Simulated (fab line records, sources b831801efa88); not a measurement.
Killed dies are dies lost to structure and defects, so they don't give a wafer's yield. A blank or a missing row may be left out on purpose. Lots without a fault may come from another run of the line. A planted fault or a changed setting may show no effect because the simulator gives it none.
Chamber matching | flow sky130 | SKY_METAL4_ETCH_17 on rie_diel-02: 4 sister chambers
The step etches SiO2 in C4F8/O2/Ar, stops on TiN, time 3.9 s, target depth 15 nm. 14 wafers are shown with their chamber, then 7 later ones without.

WAFERS WITH THEIR CHAMBER
wafer  | chamber | oes_product_au (a.u.)
L504.1 | 1       | 0.751
L504.4 | 0       | 0.760
L504.6 | 1       | 0.754
L506.1 | 2       | 0.759
L506.4 | 0       | 0.751
L506.6 | 3       | 0.749
L508.2 | 1       | 0.743
L508.5 | 0       | 0.747
L508.6 | 1       | 0.742
L513.2 | 0       | 0.742
L513.3 | 2       | 0.747
L513.6 | 0       | 0.752
L515.1 | 3       | 0.750
L515.4 | 1       | 0.774

SIGNATURES (means of the wafers above)
reading        | chamber 0 | chamber 1 | chamber 2 | chamber 3 | scatter within a chamber
oes_product_au | 0.75040   | 0.75280   | 0.75300   | 0.74950   | 0.00957
Rule: a wafer's distance from a chamber is the root of the sum, over the readings, of the square of ((its reading less the chamber's mean) divided by the reading's scatter). The wafer belongs to the nearest chamber; if the next one is less than 2 further off, it can't be placed. The scatter: the root of (the sum of the squares of (reading less its chamber's mean) over the shown wafers, divided by (wafers less chambers)).

WAFERS WITHOUT THEIR CHAMBER
wafer  | oes_product_au (a.u.)
L515.5 | 0.759
L520.2 | 0.739
L520.4 | 0.751
L520.6 | 0.742
L521.1 | 0.745
L521.3 | 0.748
L521.5 | 0.753

WHICH CHAMBER EACH WENT THROUGH
wafer  | from the rows above               | in truth
L515.5 | can't be placed: 2 or 1 or 0 or 3 | 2
L520.2 | can't be placed: 3 or 0 or 1 or 2 | 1
L520.4 | can't be placed: 0 or 3 or 1 or 2 | 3
L520.6 | can't be placed: 3 or 0 or 1 or 2 | 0
L521.1 | can't be placed: 3 or 0 or 1 or 2 | 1
L521.3 | can't be placed: 3 or 0 or 1 or 2 | 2
L521.5 | can't be placed: 2 or 1 or 0 or 3 | 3
Placed correctly: 0 of 7. Can't be placed from these rows: 7 (the true chamber is among the candidates in 7). Placed wrongly: 0.
